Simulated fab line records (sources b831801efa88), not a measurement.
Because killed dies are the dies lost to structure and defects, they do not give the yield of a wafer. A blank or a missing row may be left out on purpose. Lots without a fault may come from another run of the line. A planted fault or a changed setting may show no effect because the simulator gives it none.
Split-lot study	flow sky130	23 wafers read from 5 lots, route of 708 steps

SPLIT DETAILS
At SKY_SD_N_IMPLANT_09, the setting energy kev was moved away from the recipe's 50 on 9 of the 23 wafers read, by -5.1% to +4.0%. For the rest of the wafers, this setting stayed at what the recipe calls for.

FROM THE SPLIT TO THE READING: what the file shows between them, 5 steps
- SKY_SD_N_IMPLANT_10
- SKY_SD_N_STRIP_11: strips in O2/N2
- SKY_SD_N_TW_MEAS_12
- SKY_SD_N_CLEAN_13: cleans in SC1/SC2, time 150 s
- SKY_SD_N_RTA_14: time 2 s

THE READING
SD_N_RS (ohm/sq), read at SKY_SD_N_RS_MEAS_16 with a four-point probe. A value of 68.57 ohm/sq with a standard deviation of 0.12 ohm/sq is what fault-free wafers of this fab line usually give.

wafer	tool, chamber at the split	energy kev as run	against the recipe	SD_N_RS, ohm/sq	against lot-mates on the recipe
L077.1	implanter-04, 0	50	recipe	68.46	-
L077.2	implanter-04, 0	50	recipe	68.47	-
L077.4	implanter-04, 0	51.44	+2.9%	67.29	-1.20
L077.5	implanter-04, 0	51.44	+2.9%	67.62	-0.87
L077.6	implanter-04, 0	50	recipe	68.55	-
L074.1	implanter-01, 0	50	recipe	68.53	-
L074.2	implanter-01, 0	50	recipe	68.53	-
L074.3	implanter-01, 0	51.85	+3.7%	67.19	-1.25
L074.4	implanter-01, 0	51.85	+3.7%	67.26	-1.18
L074.6	implanter-01, 0	50	recipe	68.26	-
L075.1	implanter-01, 0	50	recipe	68.54	-
L075.2	implanter-01, 0	50	recipe	68.58	-
L075.6	implanter-01, 0	50	recipe	68.50	-
L079.1	implanter-04, 0	47.45	-5.1%	70.78	+2.02
L079.2	implanter-04, 0	47.45	-5.1%	70.54	+1.78
L079.4	implanter-04, 0	47.45	-5.1%	70.71	+1.94
L079.5	implanter-04, 0	50	recipe	68.73	-
L079.6	implanter-04, 0	50	recipe	68.80	-
L083.1	implanter-01, 0	50	recipe	68.71	-
L083.2	implanter-01, 0	52.01	+4.0%	67.34	-1.26
L083.4	implanter-01, 0	52.01	+4.0%	67.16	-1.44
L083.5	implanter-01, 0	50	recipe	68.56	-
L083.6	implanter-01, 0	50	recipe	68.52	-

FIT RESULTS
A straight line over all 23 wafers: SD_N_RS changes by -0.385 ohm/sq for each +1% of energy kev; r = -0.99; the points scatter about the line by 0.15 ohm/sq.
The same after taking each lot's own level away (the mean of its wafers on the recipe; 23 wafers): -0.358 ohm/sq for each +1%; r = -0.99; scatter 0.1 ohm/sq.
That fit puts the effect of the largest move of energy kev on the reading at 1.8 ohm/sq.
From 68.440 to 68.765 ohm/sq: that is the span of the lots' own levels, equal to 2.7 times the standard deviation above.
So the lot-to-lot level changes the slope little: the two slopes agree.
Check: for one of the wafers moved furthest among these (-5.1%), held out of the fit, the line's prediction against its lot-mates is +1.8 ohm/sq. It came out at +2.02 ohm/sq against them.

THESE WAFERS: OTHER SPLITS
Note: prior to the reading, these wafers also went through further splits. Each is held against what the fit with the lots' levels taken away leaves over:
other split on the same wafers	wafers away from the commonest value	r with SD_N_RS (lot level and that fit taken away)
SKY_POLY_GATE_IMPLANT_02 energy kev	9	+0.05
SKY_LDD_P_IMPLANT_09 dose cm2	10	+0.10
SKY_LDD_LDN_IMPLANT_08 energy kev	7	-0.04
SKY_SD_N_COAT_02 spin rpm	4	+0.25

THE WHOLE CHAIN: every reading that the file lists as answering this split, in the file's order
step	what it does	reading	change (the file's fit)	r (the file's)
SKY_SD_N_IMPLANT_09		implant.rp nm (the simulator's own value, which no gauge read)	+0.259 nm for each +1% of the setting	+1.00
SKY_SD_N_IMPLANT_09		implant.drp nm (the simulator's own value, which no gauge read)	+0.106 nm for each +1% of the setting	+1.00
SKY_SD_N_TW_MEAS_12		SD_N_TW	+9.43 for each +1% of the setting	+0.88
SKY_SD_N_RS_MEAS_16	measures by four-point-probe	SD_N_RS	-0.354 for each +1% of the setting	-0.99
SKY_SD_N_STRIP_11	strips in O2/N2	strip time to endpoint s	withheld for each +1% of the setting, in a fit together with spin rpm@SD_N_COAT_02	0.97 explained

FILE'S OWN FIT
SD_N_RS changes by -0.354 ohm/sq for each +1% of energy kev, r = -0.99.
